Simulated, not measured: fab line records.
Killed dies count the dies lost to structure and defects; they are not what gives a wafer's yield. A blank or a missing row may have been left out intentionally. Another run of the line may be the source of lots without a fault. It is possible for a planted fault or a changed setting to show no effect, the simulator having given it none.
Struck lot and sound lot, side by side / flow sky130 / 18 out of 708 route steps
Sound: these wafers, L601.1, L601.4, L601.5. The struck wafers were L593.2, L593.4, L593.6. Last of all comes the cause.
Per side, at each step with rows, come the tool, then ch with its chambers, and then its first start. Under that, the readings that differ: sound wafers / struck wafers / difference of the means / sigmas: that difference in standard deviations of wafers without a fault.
alike: a reading whose means differ by less than 2 such deviations, as well as words and numbers matching on both sides. not compared: withheld readings; readings where some wafer has no value; bounds like >300 that might hide an equal value; numbers whose values overlap and for which the record gives no deviation.
Wherever a step has rows on one side only, a row that says differs or no value, or a row with sigmas, the two part there. Non-overlapping numbers with no deviation appear without sigmas and do not part them. A reading missing from all wafers of one side parts the sides only when that side holds two or more wafers.

first, 3 steps without rows for these wafers: SKY_SONOS_ONO_WET_ETCH_18 (etches Si3N4 in H3PO4, target depth 15 nm, time 172 s); SKY_GATE_OXIDE_CLEAN_00 (cleans in SC1/SC2, time 150 s); SKY_GATE_OXIDE_OXIDATION_01 (stabilise 600 s, purge 300 s, target thk 10.268 nm).
SKY_GATE_OXIDE_THK_MEAS_02:
  sound on film metro-01 at day 18 14:41; struck on film metro-01 at day 16 08:25
  alike: GATE_OXIDE_OXIDATION_00_THK
then, 7 steps without rows for these wafers: SKY_GATE_OXIDE_DEHYDRATE_03 (time 60 s); SKY_GATE_OXIDE_HMDS_04 (prime time 60 s); SKY_GATE_OXIDE_COAT_05 (resist thk 1140 nm); SKY_GATE_OXIDE_SOFTBAKE_06 (time 60 s); SKY_GATE_OXIDE_EXPOSE_07 (exposes mask LVOM, target cd 600 nm); SKY_GATE_OXIDE_PEB_08; SKY_GATE_OXIDE_DEVELOP_09 (develop time 60 s).
SKY_GATE_OXIDE_OVL_MEAS_10:
  sound on overlay-01 at day 19 22:08; struck on overlay-02 at day 17 12:40
  alike: GATE_OXIDE_OVL
SKY_GATE_OXIDE_IMPLANT_11:
  sound on implanter-04 ch 0, day 19 22:10; struck on implanter-04 ch 0, day 17 12:43
reading=beam energy keV; sound=9.998 10.002 9.998; struck=11.497 11.493 11.492; difference=+1.495; sigmas=+99 or more
reading=model.implant.rp nm (nm); sound=32.76 32.76 32.76; struck=37.9 37.9 37.9; difference=+5.1; sigmas=
reading=model.implant.drp nm (nm); sound=17.11 17.11 17.11; struck=18.89 18.89 18.89; difference=+1.78; sigmas=
then, 1 step without rows for these wafers: SKY_GATE_OXIDE_WET_ETCH_12 (etches SiO2 in dHF, target depth 16.8 nm, time 336 s).
SKY_GATE_OXIDE_STRIP_13: strips in O2/N2.
  sound on plasma asher-01 ch 0,1, day 19 22:25; struck on plasma asher-01 ch 0, day 17 12:56
  alike: drypump motor current A, oes product au, strip time to endpoint s
  not compared: rf hours counter h
SKY_GATE_OXIDE_TW_MEAS_14:
  sound on film metro-01 at day 19 22:31; struck on film metro-03 at day 17 13:03
reading=GATE_OXIDE_TW; sound=222.4 222.9 221.5; struck=228.2 228.6 228.5; difference=+6.2; sigmas=+6
then, 1 step without rows for these wafers: SKY_GATE_OXIDE_CLEAN_15 (cleans in SC1/SC2, time 150 s).
-- a jump in the record: the struck wafers' starts before and after are 31 days apart (it breaks off in module GATE_OXIDE and resumes in module PAD_OPEN, where the first step shown is number 708 of the route) --
SKY_PAD_OPEN_PROBE_99:
  sound on prober-01 at day 49 22:17; struck on prober-01 at day 48 11:01
reading=model.etest.pfet_01v8_lvt.off log10 a um; sound=-9.037 -8.858 -9.064; struck=-8.172 -8.377 -8.384; difference=+0.675; sigmas=
reading=model.etest.pfet_01v8_lvt.vt sat v (V); sound=-0.4572 -0.4581 -0.4599; struck=-0.4118 -0.4105 -0.4163; difference=+0.0455; sigmas=
reading=model.etest.pfet_01v8_lvt.vt v (V); sound=-0.5454 -0.5458 -0.5452; struck=-0.5138 -0.5122 -0.5153; difference=+0.0317; sigmas=
reading=model.etest.pfet_01v8_lvt.vt long v (V); sound=-0.6632 -0.6615 -0.6622; struck=-0.6398 -0.6371 -0.6387; difference=+0.0238; sigmas=
reading=model.etest.pfet_01v8_hvt.vt long v (V); sound=-1.097 -1.097 -1.097; struck=-1.135 -1.133 -1.133; difference=-0.037; sigmas=
reading=model.etest.pfet_01v8_hvt.vt v (V); sound=-0.8663 -0.8751 -0.8761; struck=-0.9096 -0.9054 -0.9073; difference=-0.0349; sigmas=
reading=model.etest.nfet_01v8_lvt.vt long v (V); sound=0.4434 0.4415 0.436; struck=0.4286 0.4289 0.4248; difference=-0.0129; sigmas=
reading=model.etest.nfet_01v8.vt long v (V); sound=0.5437 0.5422 0.5356; struck=0.5299 0.5333 0.5259; difference=-0.0108; sigmas=
  alike: killed_at_M0_to_M3, killed_at_M4_up, killed at contacts, killed at front end, killed at other, killed dies, killed open, killed short

WHERE THEY PART
Earliest at SKY_GATE_OXIDE_IMPLANT_11; latest, in this record, at SKY_GATE_OXIDE_TW_MEAS_14. Later steps at which nothing parts them and some readings are alike: SKY_PAD_OPEN_PROBE_99.

WHY: whatever the simulator had introduced
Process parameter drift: implanter-04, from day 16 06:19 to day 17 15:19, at SKY_GATE_OXIDE_IMPLANT_11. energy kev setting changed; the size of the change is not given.
